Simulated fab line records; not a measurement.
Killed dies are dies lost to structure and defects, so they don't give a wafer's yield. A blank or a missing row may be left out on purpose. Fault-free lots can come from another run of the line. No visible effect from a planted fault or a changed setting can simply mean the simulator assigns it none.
One fault seen from 2 desks ; flow gf180mcu ; numbers are kept per desk, each desk with only its own; the story behind them comes last

THE METROLOGY DESK
What the gauges read for every lot (on any tool): the sampled wafers with a number, averaged. The brackets show how far a lot's mean lies from the usual mean; more than 4 standard deviations puts the lot out of limits, marked OUT.
Columns: A = cdNm at GF_V1_CD_MEAS_14, usual 260.3 nm; B = V1_OVL at GF_V1_OVL_MEAS_15, usual 1 nm
lot;first seen here;A;B
L238;day 18 13:52;259.3;5
L247;day 22 09:26;260.1;0
L248;day 22 14:40;261.8;2
L249;day 23 06:59;261.0;-3
L251;day 24 03:03;260.7;5
L256;day 25 05:10;261.1;-2
L259;day 26 00:20;261.3;4
Finding of this desk: none of the 7 lots has anything out of limits.

TOOL OWNER'S DESK, pvdSputter-03
The tool's own readings at GF_V1_SPUTTER_22 (material TiN, target thk 10 nm, time 40 s): means of the sampled wafers that have a number, for each lot that ran on this tool. The brackets show how far a lot's mean lies from the usual mean; more than 4 standard deviations puts the lot out of limits, marked OUT.
Columns: A = throttleValvePct at GF_V1_SPUTTER_22, usual 30.5 %
lot;first seen here;A
L247;day 22 10:18;31.0
L248;day 22 15:33;31.1
L249;day 23 07:52;30.8
L259;day 26 01:11;31.3
Finding of this desk: none of the 4 lots has anything out of limits.

TAKEN TOGETHER
The metrology desk saw nothing out of limits.
The desk of the tool owner found nothing out of limits.

WHAT WAS PUT IN BY THE SIMULATOR
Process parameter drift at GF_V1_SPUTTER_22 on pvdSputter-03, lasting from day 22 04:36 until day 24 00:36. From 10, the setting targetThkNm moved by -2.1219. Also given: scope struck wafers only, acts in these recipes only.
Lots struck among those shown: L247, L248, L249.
